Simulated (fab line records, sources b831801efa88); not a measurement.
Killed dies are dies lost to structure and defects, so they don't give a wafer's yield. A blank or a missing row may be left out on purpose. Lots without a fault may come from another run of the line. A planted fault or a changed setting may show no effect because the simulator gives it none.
A struck lot beside a sound one | flow sky130 | 15 steps out of a route of 708
Sound: wafers L157.1, L157.2, L157.3. Struck: wafers L164.2, L164.3, L164.4. The cause comes at the end.
At each step with rows: each side's tool, then ch and its chambers, then its first start. Under that, the readings that differ: sound wafers | struck wafers | difference of the means | sigmas: that difference in standard deviations of wafers without a fault.
alike: readings whose means differ by less than 2 such deviations, and words and numbers that are the same on both sides. not compared: withheld readings, readings that some wafer has no value for, bounds like >300 that may hide the same value, and numbers for which the record gives no deviation and whose values overlap.
The two part at a step that has a row with sigmas, a row that says differs or no value, or rows on one side only. Numbers that don't overlap but have no deviation are shown without sigmas and don't part them. A reading that every wafer of one side lacks parts them only if that side has two wafers or more.

first, 4 steps without rows for these wafers: SKY_VIA2_SOFTBAKE_08 (time 90 s); SKY_VIA2_EXPOSE_09 (exposes mask VIM2, target cd 200 nm); SKY_VIA2_PEB_10; SKY_VIA2_DEVELOP_11 (develop time 60 s).
SKY_VIA2_CD_MEAS_12: target cd 200 nm.
  sound on cd_sem-02, day 40 13:19; struck on cd_sem-01, day 41 18:41
  reading    | sound             | struck            | difference | sigmas
  cd_nm (nm) | 197.9 200.6 197.7 | 202.1 202.1 201.4 | +3.1       | +2
SKY_VIA2_OVL_MEAS_13:
  sound on overlay-02, day 40 13:26; struck on overlay-02, day 41 18:47
  alike: VIA2_OVL
SKY_VIA2_ETCH_14: etches BARC in N2/H2, stops on SiO2, time 45.9 s, target depth 60 nm.
  sound on rie_diel-04 ch 0,2,3, day 40 13:28; struck on rie_diel-01 ch 0,2,3, day 41 18:49
  alike: drypump_motor_current_A, oes_product_au, throttle_valve_pct
  not compared: rf_hours_counter_h
SKY_VIA2_ETCH_15: etches SiO2 in C4F8/O2/Ar, stops on TiN, target depth 546 nm, time 84 s.
  sound on rie_diel-04 ch 0,2,3, day 40 13:30; struck on rie_diel-01 ch 0,2,3, day 41 18:52
  alike: oes_product_au
  not compared: rf_hours_counter_h
SKY_VIA2_STRIP_16: strips in O2/N2.
  sound on plasma_asher-02 ch 0,1, day 40 13:34; struck on plasma_asher-01 ch 0,1, day 41 18:55
  alike: drypump_motor_current_A, oes_product_au, strip_time_to_endpoint_s
  not compared: rf_hours_counter_h
then, 3 steps without rows for these wafers: SKY_VIA2_STRIP_17 (strips in post etch residue remover, time 1200 s); SKY_VIA2_CLEAN_18 (cleans in IPA, time 180 s); SKY_VIA2_CLEAN_19 (cleans in O3/DIW).
SKY_VIA2_SPUTTER_20: material TiN, target thk 20 nm, time 80 s.
  sound on pvd_sputter-02, day 40 14:12; struck on pvd_sputter-02, day 41 19:33
  alike: throttle_valve_pct
  not compared: model.TiN_of_VIA2_SPUTTER_20.thk_nm
SKY_VIA2_CVD_21: deposits W, target thk 420 nm, time 126.4 s.
  sound on cvd_w-02 ch 0,1, day 40 14:16; struck on cvd_w-01 ch 0,1, day 41 19:37
  alike: heater_power_w, susceptor_temp_C
-- the record jumps here: 8 days lie between the struck wafers' starts before and after (it left off in module VIA2 and takes up again in module PAD_OPEN, whose first step shown is number 708 of the route) --
SKY_PAD_OPEN_PROBE_99:
  sound on prober-02, day 49 03:40; struck on prober-01, day 50 00:41
  alike: defect_limited_yield, killed_at_M0_to_M3, killed_at_M4_up, killed_at_contacts, killed_at_front_end, killed_at_other, killed_dies, killed_on_rim, killed_open, killed_short, sort_bin_3_pad_short, sort_bin_5_function, sort_bin_6_memory, sort_n_pass, sort_yield_pct

WHERE THEY PART
Only at SKY_VIA2_CD_MEAS_12, within this record. Later steps at which nothing parts them and some readings are alike: SKY_VIA2_OVL_MEAS_13, SKY_VIA2_ETCH_14, SKY_VIA2_ETCH_15, SKY_VIA2_STRIP_16, SKY_VIA2_SPUTTER_20, SKY_VIA2_CVD_21, SKY_PAD_OPEN_PROBE_99.

WHY: what the simulator had put in
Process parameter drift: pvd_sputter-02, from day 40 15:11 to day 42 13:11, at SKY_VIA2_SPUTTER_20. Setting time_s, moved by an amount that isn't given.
